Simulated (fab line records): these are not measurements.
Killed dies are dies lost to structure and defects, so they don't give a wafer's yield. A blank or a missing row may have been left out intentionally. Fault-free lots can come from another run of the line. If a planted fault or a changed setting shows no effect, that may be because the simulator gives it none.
The same fault as seen by 2 desks    flow sky130    each desk has only its own numbers; what lay behind them comes last

## AT THE TOOL OWNER'S DESK: lithoTrack-02
The tool's own readings at SKY_LDD_P_COAT_02 (resist thk 1140 nm): means of the sampled wafers that have a number, for each lot that ran on this tool. A lot is out of limits, marked OUT, if its mean lies more than 4 standard deviations from the usual mean; the brackets give that distance.
Columns: A = dispensePressureKPa at SKY_LDD_P_COAT_02, usual 54.0 kPa
lot   first seen here  A
L873  day 19 17:43     53.1
L876  day 20 17:53     53.1
L878  day 21 15:05     53.1
L880  day 22 04:38     53.1
L881  day 22 07:58     53.1
Result from this desk: across the 5 lots, nothing is out of limits.

## METROLOGY DESK
What the gauges read for every lot (on any tool): the sampled wafers with a number, averaged. A lot is out of limits, marked OUT, if its mean lies more than 4 standard deviations from the usual mean; the brackets give that distance.
Columns: A = POLY_GATE_CVD_03_THK at SKY_POLY_GATE_THK_MEAS_04, usual 74.9 nm; B = cdNm at SKY_LDD_P_CD_MEAS_07, usual 380.2 nm
lot   first seen here  A     B
L870  day 15 04:59     75.8  381.1
L871  day 15 20:24     74.5  382.0
L872  day 16 04:55     74.6  380.2
L873  day 16 11:35     75.3  381.4
L876  day 17 07:56     75.9  382.5
L878  day 18 07:08     74.8  379.0
L880  day 18 20:32     75.8  374.7
L881  day 18 23:40     75.0  372.6
L889  day 22 15:56     74.7  378.4
L890  day 22 15:56     74.8  382.9
L891  day 22 19:40     74.4  380.0
Result from this desk: across the 11 lots, nothing is out of limits.

## TAKEN TOGETHER
Nothing out of limits was seen by the tool owner's desk.
At the metrology desk, nothing out of limits was observed.

## WHAT THE SIMULATOR HAD PUT IN
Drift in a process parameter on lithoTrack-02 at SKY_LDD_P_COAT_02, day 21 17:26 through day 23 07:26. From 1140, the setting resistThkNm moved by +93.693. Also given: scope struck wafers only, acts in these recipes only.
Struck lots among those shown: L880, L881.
